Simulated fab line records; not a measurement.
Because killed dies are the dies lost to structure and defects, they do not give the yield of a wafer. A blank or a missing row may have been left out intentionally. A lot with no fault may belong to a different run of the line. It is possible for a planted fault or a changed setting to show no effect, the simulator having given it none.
Matching of chambers | flow gf180mcu | GF_V2_CVD_02 on pecvd-01: 3 sister chambers
The step deposits SiO2 from TEOS, target thk 850 nm, time 94.851 s. 6 wafers are shown with their chamber, then 7 later ones without.

## WAFERS, EACH WITH ITS CHAMBER
wafer  | chamber | heater_power_outer_w (W) | heater_power_w (W)
L268.5 | 0       | 538                      | 831
L278.1 | 1       | 383                      | 690
L278.2 | 2       | 424                      | 684
L278.3 | 0       | 509                      | 806
L281.4 | 2       | 311                      | 543
L281.5 | 1       | 287                      | 560

## WAFERS WITHOUT THEIR CHAMBER
wafer  | heater_power_outer_w (W) | heater_power_w (W)
L281.6 | 518                      | 835
L282.2 | 428                      | 699
L282.3 | 315                      | 552
L282.4 | 469                      | 776
L286.1 | 395                      | 659
L286.3 | 425                      | 707
L286.6 | 468                      | 760

## THE CHAMBER EACH PASSED THROUGH
wafer  | from the rows above          | in truth
L281.6 | 0                            | 0
L282.2 | can't be placed: 2 or 1 or 0 | 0
L282.3 | can't be placed: 1 or 2      | 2
L282.4 | can't be placed: 0 or 2 or 1 | 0
L286.1 | can't be placed: 2 or 1      | 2
L286.3 | can't be placed: 2 or 1 or 0 | 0
L286.6 | can't be placed: 0 or 2 or 1 | 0
1 of 7 placed correctly. These rows do not allow placing 6 (true chamber among the candidates in 6). Placed wrongly: 0.
How it was worked out, from the rows above alone: a wafer's distance from a chamber is the root of the sum, over the readings, of the square of ((its reading less the chamber's mean) divided by the reading's scatter). The wafer belongs to the nearest chamber; if the next one is less than 2 further off, it can't be placed. For every chamber, the mean is computed from those of its wafers that are shown. The scatter: take each reading less its chamber's mean, square it, sum over the shown wafers, divide by the number of wafers less the number of chambers, and take the root.
